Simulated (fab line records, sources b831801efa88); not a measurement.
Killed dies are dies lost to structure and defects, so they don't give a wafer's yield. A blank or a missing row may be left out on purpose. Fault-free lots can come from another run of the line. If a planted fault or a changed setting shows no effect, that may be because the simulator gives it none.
Chamber matching || flow gf180mcu || cmp-02 running GF_V4_CMP_04: 4 sister chambers
The step polishes SiO2. 14 wafers are shown with their chamber, then 6 later ones without.

## EACH WAFER AND ITS CHAMBER
{"wafer": "L148.3", "chamber": 1, "motor_current_A (A)": 11.5, "time_to_endpoint_s (s)": 76, "slurry_filter_dp_kPa (kPa)": 13.39}
{"wafer": "L148.5", "chamber": 1, "motor_current_A (A)": 11.2, "time_to_endpoint_s (s)": 83, "slurry_filter_dp_kPa (kPa)": 13.56}
{"wafer": "L148.6", "chamber": 0, "motor_current_A (A)": 11.0, "time_to_endpoint_s (s)": 77, "slurry_filter_dp_kPa (kPa)": 13.43}
{"wafer": "L150.3", "chamber": 3, "motor_current_A (A)": 11.3, "time_to_endpoint_s (s)": 83, "slurry_filter_dp_kPa (kPa)": 13.27}
{"wafer": "L150.4", "chamber": 0, "motor_current_A (A)": 10.9, "time_to_endpoint_s (s)": 89, "slurry_filter_dp_kPa (kPa)": 13.74}
{"wafer": "L150.5", "chamber": 1, "motor_current_A (A)": 11.4, "time_to_endpoint_s (s)": 89, "slurry_filter_dp_kPa (kPa)": 13.76}
{"wafer": "L153.1", "chamber": 1, "motor_current_A (A)": 11.4, "time_to_endpoint_s (s)": 74, "slurry_filter_dp_kPa (kPa)": 13.59}
{"wafer": "L153.3", "chamber": 3, "motor_current_A (A)": 10.6, "time_to_endpoint_s (s)": 77, "slurry_filter_dp_kPa (kPa)": 13.73}
{"wafer": "L153.4", "chamber": 0, "motor_current_A (A)": 11.2, "time_to_endpoint_s (s)": 78, "slurry_filter_dp_kPa (kPa)": 13.47}
{"wafer": "L156.3", "chamber": 2, "motor_current_A (A)": 11.9, "time_to_endpoint_s (s)": 77, "slurry_filter_dp_kPa (kPa)": 13.32}
{"wafer": "L156.4", "chamber": 1, "motor_current_A (A)": 11.5, "time_to_endpoint_s (s)": 87, "slurry_filter_dp_kPa (kPa)": 13.45}
{"wafer": "L156.5", "chamber": 1, "motor_current_A (A)": 11.4, "time_to_endpoint_s (s)": 83, "slurry_filter_dp_kPa (kPa)": 13.50}
{"wafer": "L158.2", "chamber": 2, "motor_current_A (A)": 11.9, "time_to_endpoint_s (s)": 78, "slurry_filter_dp_kPa (kPa)": 13.48}
{"wafer": "L159.4", "chamber": 0, "motor_current_A (A)": 11.0, "time_to_endpoint_s (s)": 80, "slurry_filter_dp_kPa (kPa)": 13.67}

SIGNATURES (averages over the wafers above)
{"reading": "motor_current_A", "chamber 0": 11.025, "chamber 1": 11.400, "chamber 2": 11.900, "chamber 3": 10.950, "scatter within a chamber": 0.188}
{"reading": "time_to_endpoint_s", "chamber 0": 81.00, "chamber 1": 82.00, "chamber 2": 77.50, "chamber 3": 80.00, "scatter within a chamber": 5.33}
{"reading": "slurry_filter_dp_kPa", "chamber 0": 13.5775, "chamber 1": 13.5417, "chamber 2": 13.4000, "chamber 3": 13.5000, "scatter within a chamber": 0.164}
Rule: a wafer's distance from a chamber is the root of the sum, over the readings, of the square of ((its reading less the chamber's mean) divided by the reading's scatter). If the next closest chamber is less than 2 further off than the closest, the wafer can't be placed; otherwise it belongs to the closest. The scatter is the square root of a quotient: the sum, over the shown wafers, of each reading's squared deviation from its chamber's mean, divided by wafers minus chambers.

## WAFERS WITH NO CHAMBER GIVEN
{"wafer": "L170.1", "motor_current_A (A)": 10.4, "time_to_endpoint_s (s)": 80, "slurry_filter_dp_kPa (kPa)": 13.72}
{"wafer": "L170.2", "motor_current_A (A)": 11.1, "time_to_endpoint_s (s)": 78, "slurry_filter_dp_kPa (kPa)": 13.67}
{"wafer": "L170.3", "motor_current_A (A)": 11.6, "time_to_endpoint_s (s)": 87, "slurry_filter_dp_kPa (kPa)": 13.56}
{"wafer": "L171.1", "motor_current_A (A)": 11.2, "time_to_endpoint_s (s)": 70, "slurry_filter_dp_kPa (kPa)": 13.49}
{"wafer": "L171.4", "motor_current_A (A)": 11.1, "time_to_endpoint_s (s)": 82, "slurry_filter_dp_kPa (kPa)": 13.33}
{"wafer": "L171.6", "motor_current_A (A)": 10.9, "time_to_endpoint_s (s)": 75, "slurry_filter_dp_kPa (kPa)": 13.48}

## WHICH CHAMBER EACH WENT THROUGH
{"wafer": "L170.1", "from the rows above": "can't be placed: 3 or 0", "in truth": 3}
{"wafer": "L170.2", "from the rows above": "can't be placed: 0 or 3 or 1", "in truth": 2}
{"wafer": "L170.3", "from the rows above": "can't be placed: 1 or 2 or 0", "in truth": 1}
{"wafer": "L171.1", "from the rows above": "can't be placed: 3 or 0 or 1 or 2", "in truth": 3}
{"wafer": "L171.4", "from the rows above": "can't be placed: 3 or 0 or 1", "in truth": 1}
{"wafer": "L171.6", "from the rows above": "can't be placed: 3 or 0", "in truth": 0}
Placed correctly: 0 of 6. From these rows, 6 cannot be placed; in 5 the true chamber is one of the candidates. 0 placed wrongly.
